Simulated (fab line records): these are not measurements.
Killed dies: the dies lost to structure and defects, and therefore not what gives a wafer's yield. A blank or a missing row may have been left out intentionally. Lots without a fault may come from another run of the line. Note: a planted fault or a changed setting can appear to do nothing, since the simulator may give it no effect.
Check for tools in common	flow sky130	Sample size 14 lots and 42 wafers

## REASON IT WAS OPENED
At SKY_METAL3_CD_MEAS_13 the reading cd-nm is flagged on 2 of 14 lots. Wafers without a fault read 300.1 nm, standard deviation 1.4.
Rule: a lot is flagged when every wafer of it that has a number lies more than 4 standard deviations from that mean, or none has a number. All remaining lots are regarded as sound.

lot	measured	on	cd-nm (nm), wafer by wafer	flag
L817	day 38 13:22	cd-sem-02	297.7 298.2 298.0	
L818	day 38 18:25	cd-sem-02	302.0 302.7 300.3	
L820	day 39 07:47	cd-sem-02	298.6 299.7 299.7	
L819	day 39 10:17	cd-sem-01	301.3 299.7 301.8	
L821	day 39 12:41	cd-sem-01	298.1 298.4 299.3	
L822	day 40 00:28	cd-sem-02	301.0 301.0 301.4	
L823	day 41 05:34	cd-sem-01	300.7 301.6 300.2	
L824	day 41 08:22	cd-sem-01	298.2 297.2 299.4	
L828	day 41 16:13	cd-sem-02	301.5 301.4 301.8	
L830	day 42 11:47	cd-sem-01	212.5 201.6 198.4	FLAGGED
L831	day 42 17:29	cd-sem-01	267.9 235.6 190.9	FLAGGED
L832	day 42 18:28	cd-sem-01	300.5 301.6 301.1	
L833	day 43 00:32	cd-sem-02	301.8 301.1 301.1	
L838	day 44 10:40	cd-sem-01	300.1 300.9 300.1	
The numbers of the flagged lots are 217.8 nm on average: -82.3 nm against the usual, or -59 standard deviations.

## EACH LOT AND THE TOOL IT RAN ON
The record holds 2 process steps before the reading, out of a route of 708 steps. Cell contents, in order: the tool; ch with the chambers the sampled wafers went through; the start.
lot	flag	SKY_METAL3_SPUTTER_01	SKY_METAL3_EXPOSE_10
L817		pvd-sputter-02, day 36 10:52	krf-scanner-01 ch 0, day 38 01:52
L818		pvd-sputter-03, day 36 14:52	krf-scanner-02 ch 0, day 38 06:03
L820		pvd-sputter-01, day 37 04:35	krf-scanner-01 ch 0, day 38 19:25
L819		pvd-sputter-02, day 37 06:39	krf-scanner-01 ch 0, day 38 22:08
L821		pvd-sputter-01, day 37 09:30	krf-scanner-02 ch 0, day 39 00:46
L822		pvd-sputter-01, day 37 21:03	krf-scanner-02 ch 0, day 39 12:04
L823		pvd-sputter-03, day 39 04:13	krf-scanner-01 ch 0, day 40 17:23
L824		pvd-sputter-02, day 39 06:53	krf-scanner-02 ch 0, day 40 20:16
L828		pvd-sputter-01, day 39 14:55	krf-scanner-01 ch 0, day 41 04:55
L830	FLAGGED	pvd-sputter-01, day 40 09:37	krf-scanner-02 ch 0, day 42 00:34
L831	FLAGGED	pvd-sputter-01, day 40 16:58	krf-scanner-02 ch 0, day 42 06:14
L832		pvd-sputter-02, day 40 18:11	krf-scanner-01 ch 0, day 42 07:30
L833		pvd-sputter-03, day 41 00:58	krf-scanner-01 ch 0, day 42 12:38
L838		pvd-sputter-02, day 42 12:02	krf-scanner-01 ch 0, day 43 23:12
What the steps here do:
- SKY_METAL3_SPUTTER_01: material TiN, target thk 20 nm, time 16.7 s.
- SKY_METAL3_EXPOSE_10: exposes mask MM3, target cd 300 nm.
- SKY_METAL3_CD_MEAS_13: target cd 300 nm.

## FLAGGED AGAINST TOTAL, ONE TOOL AT A TIME (gauges that did the reading follow at the end)
step	tool	lots run	flagged	share of the flagged lots	sound lots run after its first flagged lot
SKY_METAL3_SPUTTER_01	pvd-sputter-01	6	2	all	0
SKY_METAL3_SPUTTER_01	pvd-sputter-02	5	0	none	-
SKY_METAL3_SPUTTER_01	pvd-sputter-03	3	0	none	-
SKY_METAL3_EXPOSE_10	krf-scanner-01	8	0	none	-
SKY_METAL3_EXPOSE_10	krf-scanner-02	6	2	all	0
SKY_METAL3_CD_MEAS_13	cd-sem-01	8	2	all	2 (L832,L838)
SKY_METAL3_CD_MEAS_13	cd-sem-02	6	0	none	-

## WHAT THE TABLE PERMITS
Rows of the table that ran every flagged lot, 3 in all: pvd-sputter-01 at SKY_METAL3_SPUTTER_01, krf-scanner-02 at SKY_METAL3_EXPOSE_10, cd-sem-01 at SKY_METAL3_CD_MEAS_13.
- pvd-sputter-01 at SKY_METAL3_SPUTTER_01 ran 6 lots, 2 of them flagged. A fault beginning between L828 (day 39 14:55), its last sound lot, and L830 (day 40 09:37), its first flagged one, fits the data.
- krf-scanner-02 at SKY_METAL3_EXPOSE_10 ran 6 lots, 2 of them flagged. A fault beginning between L824 (day 40 20:16), its last sound lot, and L830 (day 42 00:34), its first flagged one, fits the data.
- cd-sem-01 at SKY_METAL3_CD_MEAS_13 ran 8 lots, 2 of them flagged. Sound lots followed the first flagged one (L832, L838) on it, something a lasting fault affecting the whole tool could not allow.
Because each of these 2 tools fits a fault that began at some hour, counting lots does not separate them. More lots, or a look at what each step does to the wafer, might.

## WHAT THE SIMULATOR HAD PUT IN
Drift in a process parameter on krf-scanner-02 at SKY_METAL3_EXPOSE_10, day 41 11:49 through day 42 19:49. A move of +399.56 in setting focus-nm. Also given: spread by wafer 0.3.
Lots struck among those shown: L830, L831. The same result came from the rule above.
